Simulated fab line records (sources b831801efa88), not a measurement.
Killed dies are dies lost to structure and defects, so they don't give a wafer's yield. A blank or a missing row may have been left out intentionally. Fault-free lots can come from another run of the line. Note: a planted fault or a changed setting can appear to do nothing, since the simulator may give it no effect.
Chamber matching || flow sky130 || SKY_CAPM_CVD_00 on pecvd-04 has 3 sister chambers
The step deposits SiO2, target thk 15.5 nm. 18 wafers are shown with their chamber, then 9 later ones without.

== WAFERS, EACH WITH ITS CHAMBER ==
{"wafer": "L075.3", "chamber": 1, "heater_power_w (W)": 662}
{"wafer": "L075.5", "chamber": 0, "heater_power_w (W)": 691}
{"wafer": "L075.6", "chamber": 1, "heater_power_w (W)": 662}
{"wafer": "L078.1", "chamber": 0, "heater_power_w (W)": 670}
{"wafer": "L078.2", "chamber": 2, "heater_power_w (W)": 725}
{"wafer": "L078.6", "chamber": 0, "heater_power_w (W)": 659}
{"wafer": "L088.3", "chamber": 2, "heater_power_w (W)": 776}
{"wafer": "L088.5", "chamber": 1, "heater_power_w (W)": 664}
{"wafer": "L088.6", "chamber": 2, "heater_power_w (W)": 776}
{"wafer": "L087.1", "chamber": 2, "heater_power_w (W)": 758}
{"wafer": "L087.2", "chamber": 1, "heater_power_w (W)": 821}
{"wafer": "L087.5", "chamber": 1, "heater_power_w (W)": 803}
{"wafer": "L089.1", "chamber": 1, "heater_power_w (W)": 726}
{"wafer": "L089.3", "chamber": 0, "heater_power_w (W)": 678}
{"wafer": "L089.6", "chamber": 0, "heater_power_w (W)": 677}
{"wafer": "L091.2", "chamber": 2, "heater_power_w (W)": 651}
{"wafer": "L091.5", "chamber": 1, "heater_power_w (W)": 833}
{"wafer": "L091.6", "chamber": 2, "heater_power_w (W)": 651}

SIGNATURES, as means of the wafers listed above
{"reading": "heater_power_w", "chamber 0": 675.00, "chamber 1": 738.71, "chamber 2": 722.83, "scatter within a chamber": 60.6}
Rule: a wafer's distance from a chamber is the root of the sum, over the readings, of the square of ((its reading less the chamber's mean) divided by the reading's scatter). The wafer belongs to the nearest chamber; if the next one is less than 2 further off, it can't be placed. The scatter: take each reading less its chamber's mean, square it, sum over the shown wafers, divide by the number of wafers less the number of chambers, and take the root.

== WAFERS WITHOUT THEIR CHAMBER ==
{"wafer": "L093.2", "heater_power_w (W)": 662}
{"wafer": "L093.5", "heater_power_w (W)": 650}
{"wafer": "L093.6", "heater_power_w (W)": 660}
{"wafer": "L094.3", "heater_power_w (W)": 754}
{"wafer": "L094.4", "heater_power_w (W)": 666}
{"wafer": "L094.5", "heater_power_w (W)": 680}
{"wafer": "L097.1", "heater_power_w (W)": 626}
{"wafer": "L097.3", "heater_power_w (W)": 680}
{"wafer": "L097.4", "heater_power_w (W)": 632}

== EACH ONE'S CHAMBER ==
{"wafer": "L093.2", "from the rows above": "can't be placed: 0 or 2 or 1", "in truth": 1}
{"wafer": "L093.5", "from the rows above": "can't be placed: 0 or 2 or 1", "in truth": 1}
{"wafer": "L093.6", "from the rows above": "can't be placed: 0 or 2 or 1", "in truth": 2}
{"wafer": "L094.3", "from the rows above": "can't be placed: 1 or 2 or 0", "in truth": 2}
{"wafer": "L094.4", "from the rows above": "can't be placed: 0 or 2 or 1", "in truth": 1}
{"wafer": "L094.5", "from the rows above": "can't be placed: 0 or 2 or 1", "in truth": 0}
{"wafer": "L097.1", "from the rows above": "can't be placed: 0 or 2 or 1", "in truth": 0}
{"wafer": "L097.3", "from the rows above": "can't be placed: 0 or 2 or 1", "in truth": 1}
{"wafer": "L097.4", "from the rows above": "can't be placed: 0 or 2 or 1", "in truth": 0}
Correctly placed: 0 of 9. Cannot be placed on the basis of these rows: 9; the candidates contain the true chamber in 9. Number placed wrongly: 0.
